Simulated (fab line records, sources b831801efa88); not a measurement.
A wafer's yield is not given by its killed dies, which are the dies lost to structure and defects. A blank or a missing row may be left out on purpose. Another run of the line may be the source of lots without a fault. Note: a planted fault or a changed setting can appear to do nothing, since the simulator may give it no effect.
fab line records	flow sky130
[record] lots = 5	wafers = 15	lastDay = 50
route steps=708 shown LDD_HVP@279 LDD_LDN@289
lots that met no fault: taken from a fault-free run of the same line
startH: start of the lot's first displayed wafer, in hours after the record's first day	waitH: hours from the lot's prior step to this one	" the same as in the row above	L1.1+2: a single row standing in for several wafers	- value missing, or start not given	* or withheld: withheld	< > ~ a bound
route shown NAME@n: names a module that has steps shown in the file, with the first one's number in the route	usual: mean and standard deviation over wafers with no fault	same: alike in all rows	chamber/n: place in a boat	sites: the reading at each site	_std_site: the values' standard deviation	_edge_site: the outer-site mean with the inner-site mean subtracted	radiusMm: how far each site lies from the wafer's centre	mask NAME#n: copy n	behind: the most recent tool/chamber to have shaped the wafer	hold: cause of the lot's hold/its duration in hours/its outcome	device: transistor that didn't switch, given as n, p or np	end of line: the same wafers' tests at the end of the route	a step without rows: its recipe alone	killed: dies that structure and defects cost at the first sort, which is not the same as the wafer's yield	map: per-die view of a wafer (x killed, . not killed, _ where there is no die)
set.NAME: the setting that was run; set.NAME@STEP: the one run at that earlier step	model.NAME: the simulator's own value behind a step, which no gauge read
lots at selected steps of the route; one table per step, one row per wafer
services: from which hour (startH, from the record's first day; less than 0 if before it) a tool's chamber was out of use, for how many hours, and why
[[steps]]
[step SKY_LDD_HVP_HMDS_01]
[recipe] primeTimeS = 60	primeTempC = 120
[usual] exhaustPa = 45.2/0.87
lot.wafer	tool	chamber	startH	waitH	exhaustPa
L081.2	lithoTrack-02	0	538.34	0.1	44.1
L081.5	"	0	"	"	45.2
L081.6	"	0	"	"	45.5
L087.2	lithoTrack-02	0	621.59	0.1	45.3
L087.5	"	0	"	"	47.3
L087.6	"	0	"	"	46.2
L090.1	lithoTrack-01	0	623.74	0.1	44.8
L090.5	"	0	"	"	44.3
L090.6	"	0	"	"	45.3
L094.1	lithoTrack-03	0	644.70	0.1	44.2
L094.4	"	0	"	"	44.9
L094.5	"	0	"	"	45.4
L095.1	lithoTrack-03	0	656.00	0.1	45.5
L095.4	"	0	"	"	45.4
L095.5	"	0	"	"	43.2
[step SKY_LDD_HVP_COAT_02]
[recipe] resist = NOVOLAK	spinRpm = 3000	resistThkNm = 300
[usual] exhaustPa = 44.9/0.78
lot.wafer	tool	chamber	startH	waitH	exhaustPa
L081.2	lithoTrack-02	0	538.49	0.1	45.2
L081.5	"	0	"	"	44.5
L081.6	"	0	"	"	45.2
L087.2	lithoTrack-02	0	621.74	0.1	44.4
L087.5	"	0	"	"	44.2
L087.6	"	0	"	"	43.5
L090.1	lithoTrack-01	0	623.89	0.1	44.8
L090.5	"	0	"	"	44.8
L090.6	"	0	"	"	44.6
L094.1	lithoTrack-03	0	644.85	0.1	43.6
L094.4	"	0	"	"	44.4
L094.5	"	0	"	"	44.7
L095.1	lithoTrack-03	0	656.15	0.1	45.1
L095.4	"	0	"	"	45.5
L095.5	"	0	"	"	46.1
[step SKY_LDD_HVP_SOFTBAKE_03]
[recipe] tempC = 90	timeS = 60	resist = NOVOLAK
[usual] exhaustPa = 45.3/0.9
[same] timeS = 60
lot.wafer	tool	chamber	startH	waitH	exhaustPa
L081.2	lithoTrack-02	0	538.64	0.1	45.3
L081.5	"	0	"	"	44.4
L081.6	"	0	"	"	44.5
L087.2	lithoTrack-02	0	621.89	0.1	45.7
L087.5	"	0	"	"	44.4
L087.6	"	0	"	"	46.0
L090.1	lithoTrack-01	0	624.04	0.1	47.3
L090.5	"	0	"	"	46.9
L090.6	"	0	"	"	46.5
L094.1	lithoTrack-03	0	645.00	0.1	46.0
L094.4	"	0	"	"	45.6
L094.5	"	0	"	"	46.8
L095.1	lithoTrack-03	0	656.30	0.1	45.2
L095.4	"	0	"	"	46.4
L095.5	"	0	"	"	47.1
[step SKY_LDD_HVP_EXPOSE_04]
[recipe] maskId = HVPTM	na = 0.6	sourceShape = conventional	sigmaOuter = 0.6	polarization = unpolarized	targetCdNm = 700	doseMj = 86
[usual] stageVelMmS = 500.04/0.27
lot.wafer	tool	chamber	startH	waitH	mask	stageVelMmS
L081.2	ilineStepper-01	0	-	-	HVPTM#0	500.12
L081.5	"	0	"	"	HVPTM#0	500.09
L081.6	"	0	"	"	HVPTM#0	500.27
L087.2	ilineStepper-01	0	-	-	HVPTM#0	499.95
L087.5	"	0	"	"	HVPTM#0	499.91
L087.6	"	0	"	"	HVPTM#0	500.52
L090.1	ilineStepper-01	0	-	-	HVPTM#0	500.26
L090.5	"	0	"	"	HVPTM#0	500.49
L090.6	"	0	"	"	HVPTM#0	500.08
L094.1	ilineStepper-02	0	-	-	HVPTM#0	499.65
L094.4	"	0	"	"	HVPTM#0	499.34
L094.5	"	0	"	"	HVPTM#0	499.71
L095.1	ilineStepper-01	0	-	-	HVPTM#0	499.94
L095.4	"	0	"	"	HVPTM#0	499.84
L095.5	"	0	"	"	HVPTM#0	499.93
[step SKY_LDD_HVP_PEB_05]
[recipe] tempC = withheld	timeS = *	resist = NOVOLAK
[usual] exhaustPa = 44.8/0.88
[same] timeS = *
lot.wafer	tool	chamber	startH	waitH	exhaustPa
L081.2	lithoTrack-01	0	-	-	44.0
L081.5	"	0	"	"	45.0
L081.6	"	0	"	"	44.0
L087.2	lithoTrack-02	0	-	-	44.8
L087.5	"	0	"	"	45.0
L087.6	"	0	"	"	45.2
L090.1	lithoTrack-03	0	-	-	43.4
L090.5	"	0	"	"	44.7
L090.6	"	0	"	"	44.6
L094.1	lithoTrack-03	0	-	-	46.9
L094.4	"	0	"	"	46.3
L094.5	"	0	"	"	47.9
L095.1	lithoTrack-02	0	-	-	46.1
L095.4	"	0	"	"	45.2
L095.5	"	0	"	"	44.9
[step SKY_LDD_HVP_DEVELOP_06]
[recipe] resist = NOVOLAK	developer = TMAH	developTimeS = 60	devTempC = 23
[usual] exhaustPa = 45.1/0.92
lot.wafer	tool	chamber	startH	waitH	exhaustPa
L081.2	lithoTrack-01	0	553.42	0.1	46.7
L081.5	"	0	"	"	46.0
L081.6	"	0	"	"	45.9
L087.2	lithoTrack-02	0	636.54	0.1	46.8
L087.5	"	0	"	"	45.7
L087.6	"	0	"	"	45.9
L090.1	lithoTrack-03	0	639.05	0.1	45.3
L090.5	"	0	"	"	44.7
L090.6	"	0	"	"	43.9
L094.1	lithoTrack-03	0	657.85	0.1	46.4
L094.4	"	0	"	"	46.0
L094.5	"	0	"	"	45.6
L095.1	lithoTrack-02	0	670.27	0.1	44.2
L095.4	"	0	"	"	44.8
L095.5	"	0	"	"	43.7
[step SKY_LDD_HVP_OVL_MEAS_07]
[usual] LDD_HVP_OVL = -0.2/1.4
lot.wafer	tool	chamber	startH	waitH	LDD_HVP_OVL[nm]
L081.2	overlay-02	-	553.55	0.1	-0.6
L081.5	"	-	"	"	0.4
L081.6	"	-	"	"	0.5
L087.2	overlay-02	-	636.67	0.1	1.0
L087.5	"	-	"	"	2.2
L087.6	"	-	"	"	0.4
L090.1	overlay-02	-	639.20	0.1	-0.1
L090.5	"	-	"	"	2.2
L090.6	"	-	"	"	0.7
L094.1	overlay-02	-	658.00	0.1	1.1
L094.4	"	-	"	"	-0.7
L094.5	"	-	"	"	-0.6
L095.1	overlay-01	-	670.42	0.1	0.6
L095.4	"	-	"	"	-0.3
L095.5	"	-	"	"	0.1
[step SKY_LDD_HVP_IMPLANT_08]
[recipe] species = B	energyKev = 20	doseCm2 = 1.7e+13	tiltDeg = 17.9
lot.wafer	tool	chamber	startH	waitH
L081.2+5+6	implanter-02	0	553.60	0.0
L087.2+5+6	implanter-02	0	636.73	0.0
L090.1+5+6	implanter-04	0	639.24	0.0
L094.1+4+5	implanter-03	0	658.04	0.0
L095.1+4+5	implanter-02	0	670.45	0.0
[step SKY_LDD_HVP_STRIP_09]
[recipe] chemistry = O2/N2	powerW = 1400	pressureMtorr = 1500	platenTempC = withheld	o2FlowSccm = 3000	n2FlowSccm = 300	overashFraction = 0.5
[usual] drypumpMotorCurrentA = 5.6/0.36	o2FlowSccm = 3000/9.5	oesProductAu = 0.409/0.0047	stripTimeToEndpointS = 4.128/0.012
lot.wafer	tool	chamber	startH	waitH	drypumpMotorCurrentA	o2FlowSccm	oesProductAu	rfHoursCounterH	stripTimeToEndpointS
L081.2	plasmaAsher-04	1	553.73	0.1	5.6	2997	0.416	89	4.145
L081.5	"	0	"	"	5.7	2995	0.407	-	4.133
L081.6	"	1	"	"	5.6	3003	0.408	-	4.128
L087.2	plasmaAsher-02	1	636.85	0.1	6.1	2993	0.412	20	4.127
L087.5	"	1	"	"	6.1	2999	0.414	-	4.147
L087.6	"	0	"	"	5.7	3001	0.403	-	4.141
L090.1	plasmaAsher-02	0	639.39	0.1	5.7	3011	0.410	20	4.131
L090.5	"	1	"	"	6.1	3003	0.406	-	4.138
L090.6	"	0	"	"	5.7	2993	0.407	-	4.109
L094.1	plasmaAsher-04	1	658.19	0.1	5.6	2985	0.414	99	4.124
L094.4	"	1	"	"	5.6	2999	0.413	-	4.117
L094.5	"	0	"	"	5.7	2991	0.408	-	4.125
L095.1	plasmaAsher-01	0	670.60	0.1	5.1	3005	0.412	82	4.134
L095.4	"	1	"	"	5.1	3018	0.406	-	4.123
L095.5	"	0	"	"	5.1	3011	0.409	-	4.120
[step SKY_LDD_HVP_TW_MEAS_10]
[usual] LDD_HVP_TW = 460/3.1
lot.wafer	tool	chamber	startH	waitH	LDD_HVP_TW
L081.2	filmMetro-02	-	553.84	0.1	463
L081.5	"	-	"	"	463
L081.6	"	-	"	"	466
L087.2	filmMetro-02	-	636.96	0.1	460
L087.5	"	-	"	"	462
L087.6	"	-	"	"	463
L090.1	filmMetro-02	-	639.49	0.1	463
L090.5	"	-	"	"	464
L090.6	"	-	"	"	462
L094.1	filmMetro-04	-	658.29	0.1	460
L094.4	"	-	"	"	459
L094.5	"	-	"	"	460
L095.1	filmMetro-03	-	670.70	0.1	455
L095.4	"	-	"	"	460
L095.5	"	-	"	"	457
[step SKY_LDD_LDN_DEHYDRATE_00]
[recipe] tempC = 200	timeS = 60
[usual] exhaustPa = 45.2/0.81
[same] timeS = 60
lot.wafer	tool	chamber	startH	waitH	exhaustPa
L081.2	lithoTrack-01	0	567.82	14.0	44.1
L081.5	"	0	"	"	45.0
L081.6	"	0	"	"	44.7
L087.2	lithoTrack-01	0	650.17	13.2	46.2
L087.5	"	0	"	"	45.5
L087.6	"	0	"	"	45.7
L090.1	lithoTrack-02	0	652.52	13.0	45.7
L090.5	"	0	"	"	45.9
L090.6	"	0	"	"	45.4
L094.1	lithoTrack-04	0	671.86	13.6	44.8
L094.4	"	0	"	"	45.0
L094.5	"	0	"	"	44.8
L095.1	lithoTrack-02	0	683.52	12.8	44.3
L095.4	"	0	"	"	44.4
L095.5	"	0	"	"	43.6
[step SKY_LDD_LDN_HMDS_01]
[recipe] primeTimeS = 60	primeTempC = 120
[usual] exhaustPa = 45.5/0.91
lot.wafer	tool	chamber	startH	waitH	exhaustPa
L081.2	lithoTrack-01	0	567.97	0.1	44.8
L081.5	"	0	"	"	46.1
L081.6	"	0	"	"	45.4
L087.2	lithoTrack-01	0	650.32	0.1	46.4
L087.5	"	0	"	"	45.2
L087.6	"	0	"	"	44.4
L090.1	lithoTrack-02	0	652.67	0.1	44.1
L090.5	"	0	"	"	44.0
L090.6	"	0	"	"	44.8
L094.1	lithoTrack-04	0	672.01	0.1	44.8
L094.4	"	0	"	"	46.1
L094.5	"	0	"	"	45.4
L095.1	lithoTrack-02	0	683.67	0.1	44.3
L095.4	"	0	"	"	45.3
L095.5	"	0	"	"	45.6
[[services]]
tool	chamber	startH	hours	kind
ilineStepper-01	-	558.06	1.7	pm
plasmaAsher-02	-	563.22	1.4	repair
implanter-04	-	566.57	4.7	pm
implanter-04	-	602.34	1.5	pm
implanter-02	-	603.24	2.3	repair
plasmaAsher-04	-	606.65	2.8	pm
implanter-04	-	627.17	5.0	repair
ilineStepper-02	-	634.31	1.7	pm
ilineStepper-01	-	636.82	9.0	repair
ilineStepper-02	-	658.77	4.4	pm
plasmaAsher-02	-	665.99	4.9	repair
[[key]]
fault none
